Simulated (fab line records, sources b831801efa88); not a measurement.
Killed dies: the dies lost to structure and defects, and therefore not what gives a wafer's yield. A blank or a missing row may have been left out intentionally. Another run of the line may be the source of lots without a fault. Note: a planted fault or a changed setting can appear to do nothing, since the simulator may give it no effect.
The tool behind it: which one? | flow sky130 | 12 lots with 36 wafers sampled at 5 steps, on a route of 708 steps

== WHAT EACH GAUGE READ, for each wafer ==
SKY_NWELL_TW_MEAS_15. Usual: NWELL_TW typically reads 1807, with standard deviation 14.
lot  | measured     | on            | NWELL_TW       | flag
L728 | day 4 12:04  | film_metro-02 | 1789 1781 1792 |
L729 | day 4 23:18  | film_metro-01 | 1815 1815 1810 |
L732 | day 5 18:02  | film_metro-03 | 1807 1807 1804 |
L733 | day 5 21:25  | film_metro-03 | 1830 1808 1818 |
L734 | day 6 04:13  | film_metro-02 | 1789 1798 1790 |
L735 | day 6 06:11  | film_metro-03 | 1814 1817 1819 |
L736 | day 6 12:28  | film_metro-02 | 1787 1789 1791 |
L741 | day 7 23:28  | film_metro-03 | 1826 1811 1825 |
L742 | day 8 02:58  | film_metro-02 | 1793 1797 1791 |
L747 | day 9 05:49  | film_metro-02 | 1782 1791 1796 |
L749 | day 9 15:55  | film_metro-02 | 1792 1784 1794 |
L751 | day 10 04:20 | film_metro-01 | 1810 1796 1801 |

SKY_VT_ADJUST_HVTR_CD_MEAS_07 targets a cd of 380 nm. Usual: cd_nm reads 379.7 nm (standard deviation 2.5).
lot  | measured     | on        | cd_nm (nm)        | flag
L728 | day 9 06:19  | cd_sem-02 | 378.4 382.2 375.2 |
L729 | day 9 21:08  | cd_sem-01 | 378.8 379.3 378.3 |
L732 | day 10 20:58 | cd_sem-02 | 378.2 376.4 378.2 |
L733 | day 11 01:06 | cd_sem-02 | 377.3 376.1 377.6 |
L734 | day 11 10:35 | cd_sem-01 | 383.2 380.8 382.5 |
L735 | day 11 11:32 | cd_sem-01 | 379.9 381.1 381.5 |
L736 | day 11 21:13 | cd_sem-01 | 378.5 379.0 377.2 |
L741 | day 13 16:45 | cd_sem-01 | 421.2 420.3 421.6 | OFF
L742 | day 13 20:39 | cd_sem-01 | 424.0 425.2 423.3 | OFF
L747 | day 15 05:58 | cd_sem-01 | 381.9 381.4 381.0 |
L749 | day 15 19:10 | cd_sem-01 | 377.0 375.2 376.1 |
L751 | day 16 11:22 | cd_sem-02 | 379.2 380.5 379.8 |

== EACH LOT AND THE TOOL THAT RAN IT (in order: tool; ch and the chambers of the sampled wafers; start) ==
lot  | SKY_PWDE_STRIP_09                   | SKY_NWELL_STRIP_14                   | SKY_VT_ADJUST_HVTR_DEVELOP_06
L728 | plasma_asher-01 ch 0,1, day 3 19:46 | plasma_asher-04 ch 0,1, day 4 11:58  | litho_track-03 ch 0, day 9 06:10
L729 | plasma_asher-04 ch 0,1, day 4 05:44 | plasma_asher-03 ch 0,1, day 4 23:11  | litho_track-03 ch 0, day 9 20:59
L732 | plasma_asher-04 ch 0,1, day 4 23:43 | plasma_asher-04 ch 0,1, day 5 17:56  | litho_track-04 ch 0, day 10 20:49
L733 | plasma_asher-04 ch 0,1, day 5 03:35 | plasma_asher-03 ch 0,1, day 5 21:19  | litho_track-03 ch 0, day 11 00:57
L734 | plasma_asher-03 ch 0,1, day 5 09:59 | plasma_asher-03 ch 0,1, day 6 04:07  | litho_track-02 ch 0, day 11 10:27
L735 | plasma_asher-01 ch 0,1, day 5 11:40 | plasma_asher-02 ch 0,1, day 6 06:05  | litho_track-02 ch 0, day 11 11:24
L736 | plasma_asher-03 ch 0,1, day 5 18:19 | plasma_asher-03 ch 0,1, day 6 12:22  | litho_track-02 ch 0, day 11 21:04
L741 | plasma_asher-04 ch 0,1, day 7 02:49 | plasma_asher-03 ch 0,1, day 7 23:22  | litho_track-03 ch 0, day 13 16:36
L742 | plasma_asher-01 ch 0,1, day 7 06:19 | plasma_asher-03 ch 0,1, day 8 02:52  | litho_track-03 ch 0, day 13 20:30
L747 | plasma_asher-01 ch 0,1, day 8 08:49 | plasma_asher-02 ch 0,1, day 9 05:43  | litho_track-02 ch 0, day 15 05:49
L749 | plasma_asher-03 ch 0,1, day 8 18:10 | plasma_asher-03 ch 0,1, day 9 15:49  | litho_track-04 ch 0, day 15 19:01
L751 | plasma_asher-04 ch 0, day 9 06:11   | plasma_asher-02 ch 0,1, day 10 04:14 | litho_track-02 ch 0, day 16 11:13
- SKY_PWDE_STRIP_09: strips in O2/N2.
- SKY_NWELL_STRIP_14: strips in O2/N2.
- SKY_VT_ADJUST_HVTR_DEVELOP_06: develop time 60 s.

== AS READ BY THE TOOLS THEMSELVES (means over the sampled wafers that have a number; for cases with no such wafer, the mark the record gives instead) ==
SKY_PWDE_STRIP_09. Usual: drypump_motor_current_A 5.5 A, standard deviation 0.4; oes_product_au 0.723 a.u., standard deviation 0.0046; strip_time_to_endpoint_s 36.95 s, standard deviation 0.11.
lot  | tool            | drypump_motor_current_A (A) | oes_product_au (a.u.) | strip_time_to_endpoint_s (s) | flag
L728 | plasma_asher-01 | 5.7                         | 0.722                 | 36.94                        |
L729 | plasma_asher-04 | 5.7                         | 0.723                 | 36.99                        |
L732 | plasma_asher-04 | 5.3                         | 0.721                 | 37.00                        |
L733 | plasma_asher-04 | 5.3                         | 0.725                 | 37.06                        |
L734 | plasma_asher-03 | 5.6                         | 0.727                 | 36.86                        |
L735 | plasma_asher-01 | 5.7                         | 0.723                 | 36.89                        |
L736 | plasma_asher-03 | 5.6                         | 0.723                 | 36.82                        |
L741 | plasma_asher-04 | 5.6                         | 0.724                 | 37.11                        |
L742 | plasma_asher-01 | 5.7                         | 0.722                 | 37.12                        |
L747 | plasma_asher-01 | 5.6                         | 0.726                 | 36.95                        |
L749 | plasma_asher-03 | 5.6                         | 0.722                 | 36.97                        |
L751 | plasma_asher-04 | 6.0                         | 0.721                 | 37.07                        |

SKY_NWELL_STRIP_14. Usual: drypump_motor_current_A 5.5 A, standard deviation 0.4; oes_product_au 0.723 a.u., standard deviation 0.0045; strip_time_to_endpoint_s 36.92 s, standard deviation 0.083.
lot  | tool            | drypump_motor_current_A (A) | oes_product_au (a.u.) | strip_time_to_endpoint_s (s) | flag
L728 | plasma_asher-04 | 5.7                         | 0.723                 | 36.84                        |
L729 | plasma_asher-03 | 5.6                         | 0.723                 | 36.99                        |
L732 | plasma_asher-04 | 5.7                         | 0.728                 | 36.89                        |
L733 | plasma_asher-03 | 5.6                         | 0.723                 | 36.97                        |
L734 | plasma_asher-03 | 5.6                         | 0.723                 | 36.76                        |
L735 | plasma_asher-02 | 5.4                         | 0.720                 | 36.92                        |
L736 | plasma_asher-03 | 5.4                         | 0.724                 | 36.86                        |
L741 | plasma_asher-03 | 5.6                         | 0.721                 | 36.84                        |
L742 | plasma_asher-03 | 5.4                         | 0.723                 | 36.92                        |
L747 | plasma_asher-02 | 5.4                         | 0.722                 | 36.87                        |
L749 | plasma_asher-03 | 5.3                         | 0.724                 | 36.94                        |
L751 | plasma_asher-02 | 5.4                         | 0.722                 | 36.92                        |

== THE ANSWER, worked out from the rows above alone ==
Rule: lot off if the mean of its wafers having a number is beyond 3 standard deviations from the usual mean. A lot without any number at a reading at which 4 lots or more have one is off too. All remaining lots with rows at the step are treated as sound. The gauges are gone through in route order, then the tools' own readings, and for those a lot's mean is taken as printed above. The first step at which some lot is off is used, and at that step the reading that is off furthest; a lot without a number counts as furthest.
Off, at SKY_VT_ADJUST_HVTR_CD_MEAS_07 on cd_nm: L741, L742.
If a tool, at a process step before that reading, ran all the lots that are off and no sound lot after the first of them, it fits. Gauges at SKY_VT_ADJUST_HVTR_CD_MEAS_07: tried the same way as those tools. One candidate fits, namely litho_track-03 at SKY_VT_ADJUST_HVTR_DEVELOP_06. A fault onset in the window from L733 (day 11 00:57, its last sound lot) to L741 (day 13 16:36, its first lot off) fits.

== WHAT THE SIMULATOR HAD PUT IN ==
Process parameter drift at SKY_VT_ADJUST_HVTR_DEVELOP_06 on litho_track-03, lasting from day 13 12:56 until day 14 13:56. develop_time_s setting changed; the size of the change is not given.
Lots struck among those shown: L741, L742. The same result came from the rule above.
